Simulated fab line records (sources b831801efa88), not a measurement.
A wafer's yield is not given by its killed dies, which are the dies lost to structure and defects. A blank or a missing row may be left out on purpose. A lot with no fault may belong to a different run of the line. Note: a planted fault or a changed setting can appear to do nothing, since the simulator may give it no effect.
Split-lot trial + flow gf180mcu + 23 wafers read across 5 lots, on a route 602 steps long

## THE SPLIT ITSELF
At GF_PSD_IMPLANT_09, the setting dose-cm2 was moved away from the recipe's 1.5e+15 on 11 of the 23 wafers read, by -13.8% to +16.7%. For the rest of the wafers, this setting stayed at what the recipe calls for.

## FROM THE SPLIT TO THE READING: what the file shows between them, 4 steps
- GF_PSD_STRIP_10: strips in O2/N2
- GF_PSD_TW_MEAS_11
- GF_PSD_CLEAN_12: cleans in SC1/SC2, time 150 s
- GF_PSD_RTA_13: time 20 s

## THE READING
PSD_RS (ohm/sq), read at GF_PSD_RS_MEAS_15 with a four-point probe. A value of 108.59 ohm/sq with a standard deviation of 0.27 ohm/sq is what fault-free wafers of this fab line usually give.

| wafer  | tool, chamber at the split | dose-cm2 as run | against the recipe | PSD_RS, ohm/sq | against lot-mates on the recipe |
|--------|----------------------------|-----------------|--------------------|----------------|---------------------------------|
| L075.1 | implanter-03, 0            | 1.5e+15         | recipe             | 108.51         | -                               |
| L075.2 | implanter-03, 0            | 1.709e+15       | +13.9%             | 105.96         | -2.64                           |
| L075.3 | implanter-03, 0            | 1.709e+15       | +13.9%             | 106.19         | -2.41                           |
| L075.5 | implanter-03, 0            | 1.5e+15         | recipe             | 108.91         | -                               |
| L075.6 | implanter-03, 0            | 1.5e+15         | recipe             | 108.38         | -                               |
| L076.1 | implanter-04, 0            | 1.293e+15       | -13.8%             | 115.57         | +7.00                           |
| L076.2 | implanter-04, 0            | 1.5e+15         | recipe             | 108.51         | -                               |
| L076.3 | implanter-04, 0            | 1.293e+15       | -13.8%             | 115.10         | +6.53                           |
| L076.5 | implanter-04, 0            | 1.5e+15         | recipe             | 108.63         | -                               |
| L076.6 | implanter-04, 0            | 1.293e+15       | -13.8%             | 115.38         | +6.81                           |
| L079.1 | implanter-04, 0            | 1.411e+15       | -5.9%              | 110.40         | +1.61                           |
| L079.2 | implanter-04, 0            | 1.411e+15       | -5.9%              | 110.36         | +1.57                           |
| L079.3 | implanter-04, 0            | 1.5e+15         | recipe             | 108.73         | -                               |
| L079.4 | implanter-04, 0            | 1.5e+15         | recipe             | 108.85         | -                               |
| L079.5 | implanter-04, 0            | 1.411e+15       | -5.9%              | 110.50         | +1.71                           |
| L080.1 | implanter-04, 0            | 1.5e+15         | recipe             | 108.30         | -                               |
| L080.2 | implanter-04, 0            | 1.5e+15         | recipe             | 108.23         | -                               |
| L080.6 | implanter-04, 0            | 1.5e+15         | recipe             | 108.74         | -                               |
| L085.1 | implanter-01, 0            | 1.75e+15        | +16.7%             | 106.00         | -3.03                           |
| L085.2 | implanter-01, 0            | 1.5e+15         | recipe             | 108.91         | -                               |
| L085.4 | implanter-01, 0            | 1.5e+15         | recipe             | 109.15         | -                               |
| L085.5 | implanter-01, 0            | 1.75e+15        | +16.7%             | 106.14         | -2.89                           |
| L085.6 | implanter-01, 0            | 1.75e+15        | +16.7%             | 105.87         | -3.16                           |

THE FIT
A straight line over all 23 wafers: PSD_RS changes by -0.278 ohm/sq for each +1% of dose-cm2; r = -0.92; the points scatter about the line by 1.1 ohm/sq.
The same after taking each lot's own level away (the mean of its wafers on the recipe; 23 wafers): -0.287 ohm/sq for each +1%; r = -0.92; scatter 1.1 ohm/sq.
On that fit, the largest move of dose-cm2 shifts the reading by 4.8 ohm/sq.
Across the lots, their own levels run from 108.423 to 109.030 ohm/sq, a range of 2.2 times the standard deviation given above.
So the lot-to-lot level changes the slope little: the two slopes agree.
Check: for one of the wafers moved furthest among these (+16.7%), held out of the fit, the line's prediction against its lot-mates is -4.29 ohm/sq. It came out at -3.03 ohm/sq against them.

## ADDITIONAL SPLITS CARRIED BY THESE WAFERS
These wafers also went through other splits before the reading. Each is held against what the fit with the lots' levels taken away leaves over:
| other split on the same wafers      | wafers away from the commonest value | r with PSD_RS (lot level and that fit taken away) |
|-------------------------------------|--------------------------------------|---------------------------------------------------|
| GF_DUAL_GATE_SOFTBAKE_07 temp-c     | 7                                    | +0.27                                             |
| GF_POLY_GATE_ETCH_13 time-s         | 5                                    | -0.14                                             |
| GF_HV_LDD_DEVELOP_06 develop-time-s | 11                                   | -0.16                                             |
| GF_HV_LDD_COAT_14 resist-thk-nm     | 4                                    | +0.01                                             |
| GF_HV_LDD_IMPLANT_21 energy-kev     | 10                                   | +0.06                                             |
| GF_HV_LDD_DEVELOP_45 dev-temp-c     | 9                                    | +0.42                                             |
| GF_HV_LDD_IMPLANT_48 energy-kev     | 7                                    | -0.03                                             |
| GF_NSD_DEVELOP_06 dev-temp-c        | 6                                    | -0.47                                             |
| GF_PSD_COAT_02 resist-thk-nm        | 6                                    | -0.38                                             |

## THE WHOLE CHAIN: every reading that the file lists as answering this split, in the file's order
| step              | what it does                 | reading                  | change (the file's fit)                                                                | r (the file's) |
|-------------------|------------------------------|--------------------------|----------------------------------------------------------------------------------------|----------------|
| GF_PSD_TW_MEAS_11 |                              | PSD_TW                   | +6.37 for each +1% of the setting                                                      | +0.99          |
| GF_PSD_RS_MEAS_15 | measures by four-point-probe | PSD_RS                   | -0.271 for each +1% of the setting                                                     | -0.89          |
| GF_PSD_STRIP_10   | strips in O2/N2              | strip-time-to-endpoint-s | withheld for each +1% of the setting, in a fit together with resist-thk-nm@PSD_COAT_02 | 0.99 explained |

## THE FILE'S OWN FIT
PSD_RS changes by -0.271 ohm/sq for each +1% of dose-cm2, r = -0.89.
